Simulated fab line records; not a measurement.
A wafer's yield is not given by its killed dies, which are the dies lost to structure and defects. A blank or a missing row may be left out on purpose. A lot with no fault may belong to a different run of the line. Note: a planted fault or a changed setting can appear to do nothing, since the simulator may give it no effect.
fab line records | flow sky130
record lots=11 | wafers=33 | last_day=50
route steps=708 shown CAPM@539 PAD_OPEN@708
lots that met no fault: taken from a fault-free run of the same line
start_h: the number of hours between the record's first day and the start of the first shown wafer of the lot | wait_h: hours since the lot's step before | " same as the row above | L1.1+2: a row that stands for several wafers | - no value present, or no start provided | * or withheld: withheld | < > ~ a bound
route shown NAME@n: names a module that has steps shown in the file, with the first one's number in the route | usual: mean/standard deviation taken from wafers without a fault | same: alike in all rows | chamber/n: place in a boat | sites: per-site readings | _std_site: standard deviation across them | _edge_site: mean of outer sites minus mean of inner sites | radius_mm: for every site, how far away it sits from the centre of the wafer | mask NAME#n: copy n | behind: the most recent tool/chamber to have shaped the wafer | hold: why the lot went on hold/how many hours it stayed there/how the hold came to an end | device: whichever transistor did not switch (one of n, p or np) | end of line: tests run on the same wafers once the route is complete | where a step has no rows: the recipe by itself | killed: at the first sort, the dies lost to defects and structure; wafer yield is something else | map: shows each die of a wafer: x if killed, . if not, _ if none is there
set.NAME: the setting that was run; set.NAME@STEP: the one run at that earlier step | model.NAME: the simulator's own value behind a step, which no gauge read
a sample of lots followed through the steps of the route, with each step as a table and each wafer as a row
services: the hour from which a tool's chamber was out of use, counted from the record's first day as start_h (under 0 if before that day), plus the number of hours and why
## steps
# step SKY_CAPM_SPUTTER_02
# recipe material=TiN | target_thk_nm=200 | temp_c=300 | power_w=6500 | time_s=166.7 | chamber_pressure_pa=0.4
# usual substrate_temp_c=299.98/0.2 | throttle_valve_pct=30.1/1.2
lot.wafer | tool           | chamber | start_h | wait_h | substrate_temp_c | throttle_valve_pct
L186.1    | pvd_sputter-01 | -       | 856.39  | 0.1    | 299.61           | 28.7
L186.3    | "              | -       | "       | "      | 299.62           | 31.7
L186.6    | "              | -       | "       | "      | 299.66           | 29.1
L187.3    | pvd_sputter-04 | -       | 869.01  | 0.0    | 300.30           | 30.9
L187.5    | "              | -       | "       | "      | 300.04           | 30.1
L187.6    | "              | -       | "       | "      | 300.27           | 30.6
L189.1    | pvd_sputter-04 | -       | 872.57  | 0.1    | 299.80           | 31.4
L189.2    | "              | -       | "       | "      | 299.99           | 32.5
L189.3    | "              | -       | "       | "      | 300.47           | 30.0
L191.3    | pvd_sputter-02 | -       | 887.03  | 0.0    | 299.87           | 30.0
L191.4    | "              | -       | "       | "      | 299.96           | 29.9
L191.5    | "              | -       | "       | "      | 299.94           | 31.2
L194.1    | pvd_sputter-02 | -       | 910.14  | 0.1    | 299.98           | 28.0
L194.2    | "              | -       | "       | "      | 300.11           | 30.0
L194.4    | "              | -       | "       | "      | 300.19           | 31.3
L197.3    | pvd_sputter-02 | -       | 938.30  | 0.0    | 300.10           | 28.1
L197.5    | "              | -       | "       | "      | 300.22           | 30.0
L197.6    | "              | -       | "       | "      | 300.23           | 31.2
L198.1    | pvd_sputter-02 | -       | 943.11  | 0.1    | 299.92           | 29.7
L198.5    | "              | -       | "       | "      | 299.87           | 28.0
L198.6    | "              | -       | "       | "      | 299.87           | 30.1
L199.2    | pvd_sputter-01 | -       | 947.85  | 0.0    | 300.01           | 28.6
L199.5    | "              | -       | "       | "      | 299.60           | 29.3
L199.6    | "              | -       | "       | "      | 300.11           | 28.5
L200.1    | pvd_sputter-02 | -       | 950.89  | 0.1    | 299.91           | 27.7
L200.5    | "              | -       | "       | "      | 299.80           | 30.2
L200.6    | "              | -       | "       | "      | 300.30           | 31.5
L208.4    | pvd_sputter-04 | -       | 1009.33 | 0.0    | 300.18           | 30.1
L208.5    | "              | -       | "       | "      | 300.13           | 30.0
L208.6    | "              | -       | "       | "      | 300.06           | 31.2
L209.1    | pvd_sputter-01 | -       | 1010.68 | 0.1    | 299.93           | 31.6
L209.4    | "              | -       | "       | "      | 299.69           | 29.0
L209.5    | "              | -       | "       | "      | 299.96           | 29.6
# step SKY_CAPM_RS_MEAS_03
# recipe thk_meas_gauge=four-point-probe | reads=TiN_of_CAPM_SPUTTER_02
# usual CAPM_TIN_RS=6.93/0.088
lot.wafer | tool          | chamber | start_h | wait_h | hold                     | CAPM_TIN_RS[ohm/sq]
L186.1    | film_metro-04 | -       | 856.50  | 0.1    | -                        | 6.84
L186.3    | "             | -       | "       | "      | -                        | 6.76
L186.6    | "             | -       | "       | "      | -                        | 6.84
L187.3    | film_metro-03 | -       | 869.16  | 0.1    | -                        | 7.02
L187.5    | "             | -       | "       | "      | -                        | 6.93
L187.6    | "             | -       | "       | "      | -                        | 7.00
L189.1    | film_metro-03 | -       | 872.68  | 0.1    | -                        | 7.03
L189.2    | "             | -       | "       | "      | -                        | 6.87
L189.3    | "             | -       | "       | "      | -                        | 6.89
L191.3    | film_metro-01 | -       | 887.18  | 0.1    | -                        | 6.92
L191.4    | "             | -       | "       | "      | -                        | 6.78
L191.5    | "             | -       | "       | "      | -                        | 6.85
L194.1    | film_metro-03 | -       | 910.25  | 0.1    | -                        | 6.98
L194.2    | "             | -       | "       | "      | -                        | 6.91
L194.4    | "             | -       | "       | "      | -                        | 6.96
L197.3    | film_metro-03 | -       | 938.45  | 0.1    | await_dispo/0.2h/release | 9.62
L197.5    | "             | -       | "       | "      | await_dispo/0.2h/release | 9.71
L197.6    | "             | -       | "       | "      | await_dispo/0.2h/release | 9.47
L197.3    | film_metro-03 | -       | 938.74  | 0.3    | -                        | 9.61
L197.5    | "             | -       | "       | "      | -                        | 9.72
L197.6    | "             | -       | "       | "      | -                        | 9.49
L198.1    | film_metro-03 | -       | 943.22  | 0.1    | await_dispo/0.2h/release | 9.49
L198.5    | "             | -       | "       | "      | await_dispo/0.2h/release | 9.76
L198.6    | "             | -       | "       | "      | await_dispo/0.2h/release | 9.53
L198.1    | film_metro-03 | -       | 943.59  | 0.4    | -                        | 9.52
L198.5    | "             | -       | "       | "      | -                        | 9.75
L198.6    | "             | -       | "       | "      | -                        | 9.53
L199.2    | film_metro-03 | -       | 947.98  | 0.1    | -                        | 6.78
L199.5    | "             | -       | "       | "      | -                        | 6.89
L199.6    | "             | -       | "       | "      | -                        | 6.80
L200.1    | film_metro-03 | -       | 951.00  | 0.1    | await_dispo/0.2h/release | 9.68
L200.5    | "             | -       | "       | "      | await_dispo/0.2h/release | 9.78
L200.6    | "             | -       | "       | "      | await_dispo/0.2h/release | 9.50
L200.1    | film_metro-03 | -       | 951.30  | 0.3    | -                        | 9.66
L200.5    | "             | -       | "       | "      | -                        | 9.75
L200.6    | "             | -       | "       | "      | -                        | 9.48
L208.4    | film_metro-01 | -       | 1009.50 | 0.1    | -                        | 6.89
L208.5    | "             | -       | "       | "      | -                        | 6.91
L208.6    | "             | -       | "       | "      | -                        | 7.05
L209.1    | film_metro-03 | -       | 1010.79 | 0.1    | -                        | 7.06
L209.4    | "             | -       | "       | "      | -                        | 6.90
L209.5    | "             | -       | "       | "      | -                        | 6.83
# step SKY_CAPM_THK_MEAS_04
# recipe thk_meas_gauge=xrf | reads=TiN_of_CAPM_SPUTTER_02
# usual CAPM_TIN_THK=200.0/2.9
lot.wafer | tool          | chamber | start_h | wait_h | hold                     | CAPM_TIN_THK[nm]
L186.1    | film_metro-04 | -       | 856.62  | 0.1    | -                        | 204.0
L186.3    | "             | -       | "       | "      | -                        | 206.4
L186.6    | "             | -       | "       | "      | -                        | 204.4
L187.3    | film_metro-03 | -       | 869.26  | 0.1    | -                        | 197.0
L187.5    | "             | -       | "       | "      | -                        | 199.1
L187.6    | "             | -       | "       | "      | -                        | 197.3
L189.1    | film_metro-03 | -       | 872.80  | 0.1    | -                        | 196.4
L189.2    | "             | -       | "       | "      | -                        | 200.4
L189.3    | "             | -       | "       | "      | -                        | 201.2
L191.3    | film_metro-01 | -       | 887.28  | 0.1    | -                        | 201.7
L191.4    | "             | -       | "       | "      | -                        | 205.9
L191.5    | "             | -       | "       | "      | -                        | 204.5
L194.1    | film_metro-03 | -       | 910.37  | 0.1    | -                        | 197.2
L194.2    | "             | -       | "       | "      | -                        | 198.3
L194.4    | "             | -       | "       | "      | -                        | 198.0
L197.3    | film_metro-03 | -       | 940.73  | 2.0    | await_dispo/0.2h/release | 144.2
L197.5    | "             | -       | "       | "      | await_dispo/0.2h/release | 142.2
L197.6    | "             | -       | "       | "      | await_dispo/0.2h/release | 145.3
L197.3    | film_metro-03 | -       | 941.01  | 0.3    | -                        | 143.7
L197.5    | "             | -       | "       | "      | -                        | 143.1
L197.6    | "             | -       | "       | "      | -                        | 145.8
L198.1    | film_metro-03 | -       | 945.27  | 1.7    | await_dispo/0.2h/release | 145.7
L198.5    | "             | -       | "       | "      | await_dispo/0.2h/release | 142.3
L198.6    | "             | -       | "       | "      | await_dispo/0.2h/release | 145.7
L198.1    | film_metro-03 | -       | 945.49  | 0.2    | -                        | 145.0
L198.5    | "             | -       | "       | "      | -                        | 142.0
L198.6    | "             | -       | "       | "      | -                        | 145.1
L199.2    | film_metro-03 | -       | 948.09  | 0.1    | -                        | 202.8
L199.5    | "             | -       | "       | "      | -                        | 200.0
L199.6    | "             | -       | "       | "      | -                        | 202.7
L200.1    | film_metro-03 | -       | 956.10  | 4.8    | await_dispo/0.2h/release | 142.7
L200.5    | "             | -       | "       | "      | await_dispo/0.2h/release | 142.4
L200.6    | "             | -       | "       | "      | await_dispo/0.2h/release | 146.0
L200.1    | film_metro-03 | -       | 956.34  | 0.2    | -                        | 143.4
L200.5    | "             | -       | "       | "      | -                        | 142.5
L200.6    | "             | -       | "       | "      | -                        | 146.7
L208.4    | film_metro-01 | -       | 1009.59 | 0.1    | -                        | 203.2
L208.5    | "             | -       | "       | "      | -                        | 202.4
L208.6    | "             | -       | "       | "      | -                        | 198.8
L209.1    | film_metro-03 | -       | 1010.91 | 0.1    | -                        | 197.4
L209.4    | "             | -       | "       | "      | -                        | 200.5
L209.5    | "             | -       | "       | "      | -                        | 203.0
# step SKY_CAPM_METAL_ETCH_13
# recipe target_depth_nm=220 | stop_on=SiO2 | chemistry=Cl2/BCl3 | target=TiN | pressure_mtorr=10 | icp_w=900 | bias_w=48.5 | Cl2_flow_sccm=60 | bcl3_flow_sccm=30 | time_s=62.9
# usual chamber_pressure_mTorr=9.999/0.0099 | drypump_motor_current_A=5.8/0.3 | oes_product_au=0.940/0.0087 | rf_fwd_power_W=892/3.4 | throttle_valve_pct=21.903/0.0093
lot.wafer | tool         | chamber | start_h | wait_h | chamber_pressure_mTorr | drypump_motor_current_A | oes_product_au | rf_fwd_power_W | rf_hours_counter_h | throttle_valve_pct
L186.1    | rie_metal-03 | 0       | 881.77  | 0.0    | 10.001                 | 6.3                     | 0.951          | 889            | 8                  | 21.885
L186.3    | "            | 0       | "       | "      | 9.993                  | 6.2                     | 0.953          | 895            | -                  | 21.889
L186.6    | "            | 1       | "       | "      | 10.006                 | 5.5                     | 0.951          | 891            | -                  | 21.892
L187.3    | rie_metal-04 | 0       | 895.20  | 0.0    | 10.000                 | 6.1                     | 0.937          | 895            | -                  | 21.912
L187.5    | "            | 1       | "       | "      | 10.003                 | 5.7                     | 0.935          | 892            | -                  | 21.896
L187.6    | "            | 0       | "       | "      | 9.984                  | 6.1                     | 0.932          | 896            | -                  | 21.915
L189.1    | rie_metal-04 | 1       | 899.01  | 0.0    | 10.006                 | 5.7                     | 0.931          | 892            | 3                  | 21.900
L189.2    | "            | 0       | "       | "      | 9.995                  | 6.1                     | 0.936          | 894            | 8                  | 21.909
L189.3    | "            | 1       | "       | "      | 10.010                 | 5.7                     | 0.943          | 888            | -                  | 21.905
L191.3    | rie_metal-01 | 1       | 911.87  | 0.0    | 9.997                  | 5.4                     | 0.931          | 890            | -                  | 21.912
L191.4    | "            | 0       | "       | "      | 9.993                  | 5.4                     | 0.958          | 894            | -                  | 21.903
L191.5    | "            | 0       | "       | "      | 9.984                  | 5.4                     | 0.944          | 898            | -                  | 21.899
L194.1    | rie_metal-01 | 1       | 934.07  | 0.0    | 9.992                  | 5.4                     | 0.935          | 884            | 19                 | 21.892
L194.2    | "            | 0       | "       | "      | 9.998                  | 5.4                     | 0.937          | 891            | 1                  | 21.902
L194.4    | "            | 1       | "       | "      | 9.995                  | 5.4                     | 0.940          | 888            | -                  | 21.894
L197.3    | rie_metal-03 | 1       | 962.60  | 0.0    | 10.003                 | 5.5                     | 0.785          | 889            | -                  | 22.000
L197.5    | "            | 1       | "       | "      | 10.008                 | 5.5                     | 0.788          | 888            | -                  | 21.993
L197.6    | "            | 0       | "       | "      | 10.019                 | 6.3                     | 0.794          | 898            | -                  | 21.999
L198.1    | rie_metal-03 | 0       | 967.40  | 0.0    | 10.005                 | 6.2                     | 0.790          | 892            | 13                 | 21.983
L198.5    | "            | 1       | "       | "      | 10.006                 | 5.5                     | 0.780          | 894            | -                  | 22.005
L198.6    | "            | 0       | "       | "      | 9.994                  | 6.2                     | 0.794          | 888            | -                  | 22.004
L199.2    | rie_metal-04 | 1       | 971.62  | 0.0    | 9.990                  | 5.7                     | 0.951          | 894            | -                  | 21.892
L199.5    | "            | 1       | "       | "      | 10.007                 | 5.7                     | 0.940          | 889            | -                  | 21.899
L199.6    | "            | 1       | "       | "      | 10.001                 | 5.7                     | 0.948          | 895            | -                  | 21.908
L200.1    | rie_metal-03 | 1       | 975.76  | 0.0    | 9.987                  | 5.5                     | 0.779          | 892            | 2                  | 21.999
L200.5    | "            | 0       | "       | "      | 10.018                 | 6.3                     | 0.782          | 896            | -                  | 22.016
L200.6    | "            | 1       | "       | "      | 9.993                  | 5.5                     | 0.796          | 891            | -                  | 22.003
L208.4    | rie_metal-04 | 1       | 1032.55 | 0.1    | 10.001                 | 5.7                     | 0.936          | 893            | -                  | 21.914
L208.5    | "            | 1       | "       | "      | 9.992                  | 5.7                     | 0.937          | 896            | -                  | 21.909
L208.6    | "            | 1       | "       | "      | 10.003                 | 5.7                     | 0.933          | 892            | -                  | 21.916
L209.1    | rie_metal-04 | 1       | 1034.27 | 0.0    | 10.023                 | 5.7                     | 0.931          | 892            | 11                 | 21.908
L209.4    | "            | 1       | "       | "      | 9.997                  | 5.7                     | 0.954          | 895            | -                  | 21.905
L209.5    | "            | 1       | "       | "      | 9.982                  | 5.7                     | 0.943          | 896            | -                  | 21.907
# step SKY_PAD_OPEN_PROBE_99
# usual defect_limited_yield=82.6/1.8 | killed_at_M0_to_M3=43/6.6 | killed_at_M4_up=3.4/1.8 | killed_at_contacts=24/4.9 | killed_at_front_end=15/4.1 | killed_at_other=0.3/0.55 | killed_dies=85/8.8 | killed_open=46/6.1 | killed_short=39/5.7 | sort_bin_3_pad_short=0.9/0.41 | sort_bin_5_function=10.1/1.5 | sort_bin_6_memory=6.4/1 | sort_n_pass=407/8.8 | sort_yield_pct=82.6/1.8
# same gross_dies=492 | killed_at_back_side=0 | sort_bin_4_leakage[%]=0 | sort_bin_8_speed[%]=0
lot.wafer | tool      | chamber | start_h | wait_h | defect_limited_yield[%] | killed_at_M0_to_M3 | killed_at_M4_up | killed_at_contacts | killed_at_front_end | killed_at_other | killed_dies | killed_open | killed_short | sort_bin_3_pad_short[%] | sort_bin_5_function[%] | sort_bin_6_memory[%] | sort_n_pass | sort_yield_pct[%]
L198.1    | prober-02 | -       | 1149.41 | 0.1    | 81.9                    | 52                 | 2               | 23                 | 12                  | 0               | 89          | 39          | 50           | 0.8                     | 9.1                    | 8.1                  | 403         | 81.9
L198.5    | prober-02 | -       | 1149.61 | 0.2    | 86.2                    | 29                 | 5               | 18                 | 16                  | 0               | 68          | 43          | 25           | 0.4                     | 8.9                    | 4.5                  | 424         | 86.2
L198.6    | prober-02 | -       | 1149.66 | 0.2    | 81.1                    | 48                 | 6               | 21                 | 18                  | 0               | 93          | 52          | 40           | 0.4                     | 12.0                   | 6.5                  | 399         | 81.1
# killed by level:class
L198.1 VIA1:geometric_particle:open=12 METAL1:geometric_particle:short=10 METAL2:geometric_particle:short=8 LOCAL_INTERCONNECT:geometric_particle:short=7 CONTACT:geometric_particle:open=6 VIA2:geometric_particle:open=6 LI_CONTACT:geometric_particle:open=5 VIA1:geometric_particle:short=5
L198.5 VIA1:geometric_particle:open=8 VIA3:geometric_particle:open=6 VIA2:geometric_particle:open=6 LOCAL_INTERCONNECT:geometric_particle:short=6 CONTACT:geometric_particle:open=6 FIELD_ISO:geometric_particle:open=5 LI_CONTACT:geometric_particle:open=5 VIA1:geometric_particle:short=5
L198.6 VIA1:geometric_particle:open=10 VIA2:geometric_particle:open=8 CONTACT:geometric_particle:open=7 METAL2:geometric_particle:short=7 VIA3:geometric_particle:open=6 LI_CONTACT:geometric_particle:short=5 FIELD_ISO:geometric_particle:open=4 POLY_GATE:geometric_particle:open=4
## services
tool           | chamber | start_h | hours | kind
rie_metal-01   | 1       | 847.70  | 5.5   | repair
pvd_sputter-02 | -       | 892.11  | 14.9  | repair
rie_metal-03   | -       | 894.80  | 14.6  | pm
rie_metal-03   | 1       | 910.44  | -     | clean
rie_metal-03   | 1       | 910.44  | 22.9  | scheduled_down
rie_metal-03   | 1       | 910.44  | 22.9  | vent_cycle
rie_metal-03   | 0       | 918.42  | 1.0   | repair
rie_metal-04   | 0       | 940.30  | 5.4   | repair
rie_metal-04   | -       | 946.78  | 2.8   | pm
pvd_sputter-02 | 0       | 958.13  | -     | consumable_replace:kit
pvd_sputter-02 | 0       | 958.13  | 18.0  | scheduled_down
pvd_sputter-02 | 0       | 958.13  | 18.0  | vent_cycle
rie_metal-04   | 0       | 958.20  | 21.6  | repair
pvd_sputter-01 | -       | 964.64  | 2.1   | repair
pvd_sputter-01 | 0       | 969.06  | -     | consumable_replace:kit
pvd_sputter-01 | 0       | 969.06  | 18.0  | scheduled_down
pvd_sputter-01 | 0       | 969.06  | 18.0  | vent_cycle
pvd_sputter-01 | -       | 997.81  | 0.7   | repair
pvd_sputter-02 | -       | 1002.10 | 4.2   | repair
rie_metal-04   | -       | 1004.79 | 0.5   | repair
rie_metal-04   | 0       | 1005.76 | 17.6  | repair
pvd_sputter-04 | 1       | 1010.60 | -     | consumable_replace:kit
pvd_sputter-04 | 1       | 1010.60 | 18.0  | scheduled_down
rie_metal-04   | 0       | 1030.76 | 15.4  | repair
## key
first_sign step=SKY_CAPM_RS_MEAS_03 | reading=visit | direction=added
effect step=SKY_CAPM_RS_MEAS_03 | reading=CAPM_TIN_RS | direction=up | sigmas=30 | usual=6.93 | struck=9.62
effect step=SKY_CAPM_THK_MEAS_04 | reading=visit | direction=added
effect step=SKY_CAPM_THK_MEAS_04 | reading=CAPM_TIN_THK | direction=down | sigmas=19 | usual=200.0 | struck=144.1
effect step=SKY_CAPM_METAL_ETCH_13 | reading=oes_product_au | direction=down | sigmas=18 | usual=0.940 | struck=0.788
met_at SKY_CAPM_SPUTTER_02
struck_lots L197,L198,L200
onset_between 910.14 938.30
fault kind=process_parameter_drift | tool=pvd_sputter-02 | chamber=- | onset_h=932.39 | steps=SKY_CAPM_SPUTTER_02 | channel=target_thk_nm | offset=-54.337 | shape=step | end_h=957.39 | acts_in=these_recipes_only | stated=200
